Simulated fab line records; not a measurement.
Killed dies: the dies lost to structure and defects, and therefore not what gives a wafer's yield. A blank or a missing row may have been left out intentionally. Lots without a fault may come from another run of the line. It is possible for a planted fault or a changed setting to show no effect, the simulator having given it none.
fab line records	flow sky130
record: lots: 6	wafers: 18	last_day: 50
route steps=708 shown FIELD_ISO@18 PAD_OPEN@708
lots that met no fault: from a run of the same line without faults
start_h: hours from the record's first day to the start of the lot's first wafer shown	wait_h: how many hours have passed since the lot's step before this one	" the same as in the row above	L1.1+2: a row that stands for several wafers	- no value, or no start was given	* or withheld: withheld	< > ~ a bound
route shown NAME@n: a module of which the file shows steps, and the number in the route of the first	usual: the fault-free wafers' mean and standard deviation	same: alike in all rows	chamber/n: place in a boat	sites: each site's reading	_std_site: the values' standard deviation	_edge_site: outer sites' mean less inner sites'	radius_mm: for every site, how far away it sits from the centre of the wafer	mask NAME#n: copy n	behind: the last tool/chamber to shape the wafer	hold: what put the lot on hold/how long, in hours/how the hold closed	device: which transistor (n, p or np) failed to switch	end of line: tests run on the same wafers once the route is complete	a step with no rows: only its recipe	killed: at the first sort, the dies lost to defects and structure; wafer yield is something else	map: a wafer's dies, x killed, . not, _ none there
set.NAME: the setting as run; set.NAME@STEP: as run at that earlier step	model.NAME: the simulator's own value behind a step, which no gauge read
lots seen at some steps along the route; tables by step, rows by wafer
services: when a tool's chamber went out of use (start_h, in hours from the record's first day, below 0 if earlier), for how many hours, and the reason
== steps ==
step: SKY_FIELD_ISO_ETCH_17
recipe: target_depth_a: 3420	mask_material: Si3N4	chemistry: HBr/Cl2/O2	target: Si	taper_deg: 5	icp_w: 580	bias_w: 150	pressure_mtorr: 15	HBr_flow_sccm: 150	Cl2_flow_sccm: 40	O2_flow_sccm: 6	time_s: 97.7
usual: HBr_flow_sccm: 150.0/0.48	O2_flow_sccm: 6.003/0.018	drypump_motor_current_A: 5.6/0.4	oes_product_au: 0.992/0.016	throttle_valve_pct: 25.661/0.013
same: time_s: 97.7
lot.wafer	tool	chamber	start_h	wait_h	HBr_flow_sccm	O2_flow_sccm	drypump_motor_current_A	oes_product_au	rf_hours_counter_h	throttle_valve_pct
L838.3	rie_si-02	0	30.04	0.0	150.3	5.986	5.9	0.994	3	25.649
L838.4	"	1	"	"	150.5	5.948	6.0	1.005	43	25.642
L838.5	"	3	"	"	150.0	5.976	5.3	1.023	-	25.658
L842.1	rie_si-02	2	52.14	0.1	149.6	5.979	6.0	0.993	98	25.665
L842.2	"	1	"	"	150.1	5.987	6.0	0.995	43	25.676
L842.3	"	3	"	"	149.8	5.984	5.3	1.002	3	25.652
L850.2	rie_si-01	0	91.16	0.1	150.7	6.001	5.6	0.985	2	25.677
L850.3	"	2	"	"	150.0	5.992	5.2	0.974	59	25.681
L850.5	"	0	"	"	150.9	6.017	5.6	0.977	-	25.671
L851.3	rie_si-02	0	96.51	0.0	150.5	5.986	5.9	0.979	3	25.658
L851.4	"	1	"	"	149.8	5.990	6.0	1.001	-	25.649
L851.5	"	0	"	"	150.9	6.005	5.9	0.974	-	25.662
L853.1	rie_si-01	0	107.75	0.1	150.0	6.019	5.6	0.985	2	25.667
L853.3	"	3	"	"	150.0	6.024	4.9	1.015	102	25.648
L853.4	"	1	"	"	149.9	5.988	6.0	0.981	120	25.673
L857.1	rie_si-02	0	131.55	0.1	150.5	6.040	5.9	0.997	4	25.661
L857.2	"	3	"	"	150.3	6.009	5.2	1.006	3	25.636
L857.3	"	2	"	"	149.6	6.017	6.0	1.010	98	25.648
step: SKY_FIELD_ISO_WET_ETCH_18
recipe: chemistry: H3PO4	target_depth_nm: 25	temp_c: 160	target: Si3N4	time_s: 286
step: SKY_FIELD_ISO_CLEAN_19
recipe: chemistry: SC1/SC2	mix: 1:4:20	temp_c: 70	time_s: 150
step: SKY_FIELD_ISO_CLEAN_20
recipe: chemistry: dHF	time_s: 20	dilution: 100:1
step: SKY_FIELD_ISO_WET_ETCH_21
recipe: chemistry: dHF	dilution: 100:1	target_depth_nm: 20	dry: ipa_marangoni	target: SiO2	temp_c: 25	time_s: 400
step: SKY_FIELD_ISO_OXIDATION_22
recipe: temp_c: 950	ambient: O2	stabilise_s: 600	purge_s: 300	target_thk_a: 100	ox_time_s: 623
step: SKY_FIELD_ISO_THK_MEAS_23
recipe: reads: SiO2_of_FIELD_ISO_OXIDATION_22
usual: FIELD_ISO_OXIDATION_01_THK: 9.93/0.17
lot.wafer	tool	chamber	start_h	wait_h	FIELD_ISO_OXIDATION_01_THK[nm]
L838.3	film_metro-04	-	32.60	0.0	10.23
L838.4	"	-	"	"	10.27
L838.5	"	-	"	"	10.26
L842.1	film_metro-01	-	54.54	0.0	9.92
L842.2	"	-	"	"	9.86
L842.3	"	-	"	"	9.84
L850.2	film_metro-01	-	92.87	0.0	9.89
L850.3	"	-	"	"	9.91
L850.5	"	-	"	"	9.55
L851.3	film_metro-01	-	101.20	0.0	9.92
L851.4	"	-	"	"	10.05
L851.5	"	-	"	"	10.13
L853.1	film_metro-04	-	112.08	0.0	9.94
L853.3	"	-	"	"	9.95
L853.4	"	-	"	"	10.01
L857.1	film_metro-04	-	133.07	0.0	9.94
L857.2	"	-	"	"	10.04
L857.3	"	-	"	"	10.20
step: SKY_FIELD_ISO_CVD_24
recipe: material: SiO2	target_thk_nm: 595	temp_c: 650	sigma_open_frac: 0.3	time_s: 99.2	sih4_flow_sccm: 60	pressure_mtorr: 6
step: SKY_FIELD_ISO_THK_MEAS_25
recipe: reads: SiO2_of_FIELD_ISO_CVD_24
usual: FIELD_ISO_CVD_24_THK: 593/9
lot.wafer	tool	chamber	start_h	wait_h	FIELD_ISO_CVD_24_THK[nm]
L838.3	film_metro-02	-	32.73	0.1	595
L838.4	"	-	"	"	589
L838.5	"	-	"	"	603
L842.1	film_metro-04	-	54.67	0.0	603
L842.2	"	-	"	"	588
L842.3	"	-	"	"	583
L850.2	film_metro-02	-	93.00	0.0	577
L850.3	"	-	"	"	595
L850.5	"	-	"	"	579
L851.3	film_metro-02	-	101.33	0.1	610
L851.4	"	-	"	"	586
L851.5	"	-	"	"	605
L853.1	film_metro-01	-	112.21	0.0	581
L853.3	"	-	"	"	594
L853.4	"	-	"	"	581
L857.1	film_metro-01	-	133.20	0.0	586
L857.2	"	-	"	"	590
L857.3	"	-	"	"	606
step: SKY_FIELD_ISO_ANNEAL_26
recipe: temp_c: 1000	time_s: 1800	ambient: N2
step: SKY_FIELD_ISO_CMP_27
recipe: stop_on: Si3N4	t_overpolish_s: 16	down_force_psi: 4	platen_rpm: 60	target_thk_nm: 457.8	pad_velocity_m_s: 0.94248
usual: head_pressure_psi: 4.000/0.0083	motor_current_A: 12.6/1.2	overpolish_run_s: 16.001/0.0089	time_to_endpoint_s: 115/4.8
lot.wafer	tool	chamber	start_h	wait_h	head_pressure_psi	motor_current_A	overpolish_run_s	time_to_endpoint_s
L838.3	cmp-02	1	34.27	0.0	4.007	14.0	15.991	110
L838.4	"	0	"	"	3.996	11.1	15.997	114
L838.5	"	1	"	"	3.995	13.6	15.987	109
L842.1	cmp-01	0	56.23	0.0	4.011	13.0	16.004	121
L842.3	"	2	"	"	3.996	11.2	16.009	114
L842.2	"	3	"	"	3.985	12.3	16.004	122
L850.3	cmp-02	0	95.85	0.1	3.998	10.8	16.009	115
L850.2	"	2	"	"	4.004	13.8	15.994	113
L850.5	"	0	"	"	4.007	11.2	15.987	113
L851.3	cmp-02	3	105.67	0.1	3.998	13.2	16.004	120
L851.4	"	1	"	"	3.997	14.3	16.005	105
L851.5	"	3	"	"	3.992	13.1	16.020	117
L853.4	cmp-01	3	115.09	0.0	3.999	12.6	16.017	118
L853.3	"	0	"	"	3.995	13.5	15.988	120
L853.1	"	1	"	"	3.990	11.0	16.008	113
L857.1	cmp-01	1	134.81	0.1	4.001	11.1	16.007	111
L857.3	"	2	"	"	3.997	11.8	16.003	116
L857.2	"	3	"	"	3.992	12.1	16.007	121
step: SKY_FIELD_ISO_WET_ETCH_28
recipe: chemistry: dHF	target_depth_nm: 23.7	target: SiO2	dilution: 10:1	temp_c: 25	time_s: 46.19
step: SKY_FIELD_ISO_WET_ETCH_29
recipe: chemistry: H3PO4	target_depth_nm: 160	target: Si3N4	temp_c: 160	time_s: 1825
usual: bath_guard_temp_C: 159.8/0.58	bath_heat_duty_pct: 25.2/2.6	time_s: 1825/0
lot.wafer	tool	chamber	start_h	wait_h	bath_guard_temp_C	bath_heat_duty_pct	time_s	model.Si3N4_of_FIELD_ISO_CVD_03.thk_nm	model.SiO2_of_FIELD_ISO_OXIDATION_01.thk_nm
L838.3	wet_bench-02	0	34.59	0.0	160.1	27.2	1825	0	11.86
L838.4	"	0	"	"	160.0	27.3	1825	0	11.78
L838.5	"	0	"	"	159.9	25.3	1825	0	11.7
L842.1	wet_bench-02	2	56.55	0.0	160.3	23.9	1825	0	12.05
L842.2	"	2	"	"	160.4	24.7	1825	0	11.73
L842.3	"	2	"	"	160.2	25.3	1825	0	11.82
L850.2	wet_bench-02	1	96.17	0.0	-	-	-	120	11.92
L850.3	"	1	"	"	-	-	-	119.7	11.97
L850.5	"	1	"	"	-	-	-	119	12.08
L851.3	wet_bench-03	1	105.94	0.0	-	-	-	117.4	12.14
L851.4	"	1	"	"	-	-	-	117.5	12.18
L851.5	"	1	"	"	-	-	-	118.5	12.34
L853.1	wet_bench-03	3	115.41	0.0	159.9	29.6	1825	0	12.35
L853.3	"	3	"	"	160.2	30.4	1825	0	12.16
L853.4	"	3	"	"	160.4	30.4	1825	0	12.37
L857.1	wet_bench-02	2	135.14	0.0	160.2	23.8	1825	0	11.63
L857.2	"	2	"	"	160.1	23.1	1825	0	11.68
L857.3	"	2	"	"	160.1	23.4	1825	0	11.51
step: SKY_FIELD_ISO_WET_ETCH_30
recipe: chemistry: dHF	target_depth_nm: 25	target: SiO2	dilution: 10:1	temp_c: 25	time_s: 50
step: SKY_PAD_OPEN_PROBE_99
usual: killed_at_M0_to_M3: 44/7.3	killed_at_M4_up: 3.3/1.8	killed_at_contacts: 24/5.3	killed_at_front_end: 16/5	killed_at_other: 0.2/0.51	killed_dies: 87/10	killed_on_rim: 17/3.9	killed_open: 47/7.5	killed_short: 40/6.3
same: gross_dies: 492	killed_at_back_side: 0
lot.wafer	tool	chamber	start_h	wait_h	killed_at_M0_to_M3	killed_at_M4_up	killed_at_contacts	killed_at_front_end	killed_at_other	killed_dies	killed_on_rim	killed_open	killed_short
L838.3	prober-02	-	1080.27	0.2	38	3	23	14	0	78	24	36	42
L838.4	prober-02	-	1080.32	0.2	47	2	18	19	0	86	19	46	40
L838.5	prober-02	-	1080.37	0.2	42	4	26	18	0	90	10	39	51
L842.1	prober-02	-	1112.15	0.1	45	3	21	22	0	91	15	44	47
L842.2	prober-02	-	1112.20	0.1	57	3	26	7	0	93	14	58	35
L842.3	prober-02	-	1112.25	0.2	48	0	22	14	1	85	16	43	42
L850.2	prober-02	-	1155.45	0.1	47	2	20	421	2	492	96	50	36
L850.3	prober-02	-	1155.50	0.2	51	3	18	420	0	492	96	51	37
L850.5	prober-02	-	1155.60	0.2	40	3	21	428	0	492	96	48	35
L851.3	prober-01	-	1166.46	0.2	46	5	36	405	0	492	96	70	44
L851.4	prober-01	-	1166.51	0.2	50	1	17	424	0	492	96	53	36
L851.5	prober-01	-	1166.56	0.2	42	2	22	426	0	492	96	39	44
L853.1	prober-01	-	1175.22	0.1	36	5	22	12	0	75	17	32	43
L853.3	prober-01	-	1175.32	0.2	47	7	21	9	0	84	22	43	41
L853.4	prober-01	-	1175.37	0.2	48	2	26	10	0	86	17	52	34
killed by level:class
L838.3 LI_CONTACT:geometric_particle:open=8 FIELD_ISO:geometric_particle:short=7 CONTACT:geometric_particle:short=6 VIA1:geometric_particle:short=6 VIA1:geometric_particle:open=6 VIA2:geometric_particle:short=6 METAL2:geometric_particle:short=5 CONTACT:geometric_particle:open=4
L838.4 CONTACT:geometric_particle:open=10 VIA1:geometric_particle:open=9 METAL1:geometric_particle:short=8 VIA3:geometric_particle:short=7 VIA3:geometric_particle:open=6 METAL2:geometric_particle:short=5 FIELD_ISO:geometric_particle:open=4 VIA2:geometric_particle:open=4
L838.5 FIELD_ISO:geometric_particle:short=10 VIA2:geometric_particle:open=8 CONTACT:geometric_particle:short=8 VIA3:geometric_particle:open=8 CONTACT:geometric_particle:open=7 VIA1:geometric_particle:open=6 FIELD_ISO:geometric_particle:open=5 LI_CONTACT:geometric_particle:short=5
L842.1 VIA1:geometric_particle:open=12 CONTACT:geometric_particle:open=8 VIA1:geometric_particle:short=7 METAL2:geometric_particle:short=6 FIELD_ISO:geometric_particle:short=5 POLY_GATE:geometric_particle:open=5 CONTACT:geometric_particle:short=5 SPACER:geometric_particle:short=4
L842.2 VIA1:geometric_particle:open=16 VIA2:geometric_particle:open=8 VIA3:geometric_particle:open=7 CONTACT:geometric_particle:open=7 LI_CONTACT:geometric_particle:open=6 LOCAL_INTERCONNECT:geometric_particle:short=5 METAL1:geometric_particle:short=5 CONTACT:geometric_particle:short=4
L842.3 VIA1:geometric_particle:open=14 LI_CONTACT:geometric_particle:open=9 VIA3:geometric_particle:open=8 METAL1:geometric_particle:short=7 LI_CONTACT:geometric_particle:short=4 CONTACT:geometric_particle:open=4 METAL3:geometric_particle:short=4 VIA3:geometric_particle:short=4
L850.2 FIELD_ISO:area_etch=406 VIA3:geometric_particle:open=10 VIA1:geometric_particle:open=9 LI_CONTACT:geometric_particle:open=7 CONTACT:geometric_particle:open=7 FIELD_ISO:geometric_particle:short=5 VIA1:geometric_particle:short=5 METAL2:geometric_particle:short=5
L850.3 FIELD_ISO:area_etch=404 VIA1:geometric_particle:open=13 FIELD_ISO:geometric_particle:open=7 METAL2:geometric_particle:short=7 VIA2:geometric_particle:open=6 VIA3:geometric_particle:open=6 METAL1:geometric_particle:short=6 CONTACT:geometric_particle:open=5
L850.5 FIELD_ISO:area_etch=409 VIA1:geometric_particle:open=16 POLY_GATE:geometric_particle:short=7 CONTACT:geometric_particle:open=7 LI_CONTACT:geometric_particle:open=6 LOCAL_INTERCONNECT:geometric_particle:short=6 VIA2:geometric_particle:open=5 VIA3:geometric_particle:open=5
L851.3 FIELD_ISO:area_etch=378 CONTACT:geometric_particle:open=12 VIA2:geometric_particle:open=11 FIELD_ISO:geometric_particle:open=10 LI_CONTACT:geometric_particle:open=10 VIA1:geometric_particle:open=9 CONTACT:geometric_particle:short=7 VIA1:geometric_particle:short=7
L851.4 FIELD_ISO:area_etch=403 VIA1:geometric_particle:open=11 FIELD_ISO:geometric_particle:open=8 VIA3:geometric_particle:open=7 METAL1:geometric_particle:short=6 LI_CONTACT:geometric_particle:open=5 CONTACT:geometric_particle:open=5 VIA1:geometric_particle:short=5
L851.5 FIELD_ISO:area_etch=409 VIA3:geometric_particle:open=9 CONTACT:geometric_particle:open=9 FIELD_ISO:geometric_particle:short=5 POLY_GATE:geometric_particle:open=5 CONTACT:geometric_particle:short=5 METAL1:geometric_particle:short=5 VIA1:geometric_particle:open=5
L853.1 METAL2:geometric_particle:short=10 CONTACT:geometric_particle:short=7 METAL1:geometric_particle:short=7 CONTACT:geometric_particle:open=6 LI_CONTACT:geometric_particle:open=5 VIA2:geometric_particle:open=5 VIA3:geometric_particle:open=5 FIELD_ISO:geometric_particle:short=3
L853.3 VIA1:geometric_particle:open=11 METAL1:geometric_particle:short=9 LI_CONTACT:geometric_particle:open=8 CONTACT:geometric_particle:open=8 VIA1:geometric_particle:short=7 VIA3:geometric_particle:open=7 METAL4:geometric_particle:short=5 FIELD_ISO:geometric_particle:short=4
L853.4 VIA1:geometric_particle:open=10 VIA3:geometric_particle:open=10 LI_CONTACT:geometric_particle:open=9 VIA1:geometric_particle:short=9 VIA2:geometric_particle:open=7 CONTACT:geometric_particle:open=5 POLY_GATE:geometric_particle:open=4 LI_CONTACT:geometric_particle:short=3
map L850.2 (x killed, . not)
__________xxxxxxxxxx_________
________xxxxxxxxxxxxxx_______
______xxxxxxxxxxxxxxxxxx_____
_____xxxxxxxxxxxxxxxxxxxx____
____xxxxxxxxxxxxxxxxxxxxxx___
___xxxxxxxxxxxxxxxxxxxxxxxx__
__xxxxxxxxxxxxxxxxxxxxxxxxxx_
_xxxxxxxxxxxxxxxxxxxxxxxxxxxx
_xxxxxxxxxxxxxxxxxxxxxxxxxxxx
_xxxxxxxxxxxxxxxxxxxxxxxxxxxx
_xxxxxxxxxxxxxxxxxxxxxxxxxxxx
_xxxxxxxxxxxxxxxxxxxxxxxxxxxx
_xxxxxxxxxxxxxxxxxxxxxxxxxxxx
_xxxxxxxxxxxxxxxxxxxxxxxxxxxx
_xxxxxxxxxxxxxxxxxxxxxxxxxxxx
__xxxxxxxxxxxxxxxxxxxxxxxxxx_
___xxxxxxxxxxxxxxxxxxxxxxxx__
____xxxxxxxxxxxxxxxxxxxxxx___
_____xxxxxxxxxxxxxxxxxxxx____
______xxxxxxxxxxxxxxxxxx_____
________xxxxxxxxxxxxxx_______
__________xxxxxxxxxx_________
map L851.3 (x killed, . not)
__________xxxxxxxxxx_________
________xxxxxxxxxxxxxx_______
______xxxxxxxxxxxxxxxxxx_____
_____xxxxxxxxxxxxxxxxxxxx____
____xxxxxxxxxxxxxxxxxxxxxx___
___xxxxxxxxxxxxxxxxxxxxxxxx__
__xxxxxxxxxxxxxxxxxxxxxxxxxx_
_xxxxxxxxxxxxxxxxxxxxxxxxxxxx
_xxxxxxxxxxxxxxxxxxxxxxxxxxxx
_xxxxxxxxxxxxxxxxxxxxxxxxxxxx
_xxxxxxxxxxxxxxxxxxxxxxxxxxxx
_xxxxxxxxxxxxxxxxxxxxxxxxxxxx
_xxxxxxxxxxxxxxxxxxxxxxxxxxxx
_xxxxxxxxxxxxxxxxxxxxxxxxxxxx
_xxxxxxxxxxxxxxxxxxxxxxxxxxxx
__xxxxxxxxxxxxxxxxxxxxxxxxxx_
___xxxxxxxxxxxxxxxxxxxxxxxx__
____xxxxxxxxxxxxxxxxxxxxxx___
_____xxxxxxxxxxxxxxxxxxxx____
______xxxxxxxxxxxxxxxxxx_____
________xxxxxxxxxxxxxx_______
__________xxxxxxxxxx_________
== services ==
tool	chamber	start_h	hours	kind
cmp-01	-	9.08	3.2	repair
wet_bench-03	-	15.42	3.6	repair
cmp-01	-	26.83	1.6	repair
cmp-01	-	45.10	0.7	repair
cmp-02	-	64.00	4.0	pm
cmp-02	-	68.00	-	consumable_replace:conditioner
cmp-02	-	68.00	-	consumable_replace:pad
cmp-01	-	68.31	44.7	repair
rie_si-02	3	90.80	12.3	repair
wet_bench-03	-	106.45	4.4	pm
cmp-02	-	111.15	1.4	repair
cmp-02	-	113.18	3.6	pm
cmp-01	-	119.19	5.1	pm
cmp-01	-	125.55	1.1	repair
== key ==
first_sign: step: SKY_FIELD_ISO_WET_ETCH_29	reading: tool_record	direction: missing
effect: step: SKY_PAD_OPEN_PROBE_99	reading: killed_at_front_end	direction: up	sigmas: 82	usual: 16	struck: 421
model_effect: step: SKY_FIELD_ISO_WET_ETCH_29	value: Si3N4_of_FIELD_ISO_CVD_03.thk_nm	without: 0	struck: 118.7
more_kills_born_at: SKY_FIELD_ISO_WET_ETCH_29@wet_bench-02: 1219	SKY_FIELD_ISO_WET_ETCH_29@wet_bench-03: 1190
met_at SKY_FIELD_ISO_WET_ETCH_29
struck_wafers L850.2,L850.3,L850.5,L851.3,L851.4,L851.5
later_rows_left_out L850.2,L850.3,L850.5,L851.3,L851.4,L851.5
tester_left_out L850,L851
onset_between 56.55 96.17
fault: kind: skipped_step_whole	tool: wet_bench-02,wet_bench-03	chamber: -	onset_h: 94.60	steps: SKY_FIELD_ISO_WET_ETCH_29	scope: struck_lots_only
tester_left_out: of these lots the tester's yield and bins aren't shown, on N5 and GAA mostly nor the transistor test; their killed dies are dies lost to structure and defects alone, not to doping, threshold or leakage, so they don't give the yield
later_rows_left_out: the simulator's readings of these wafers behind a module that went badly wrong aren't trusted and aren't shown, but for the sort
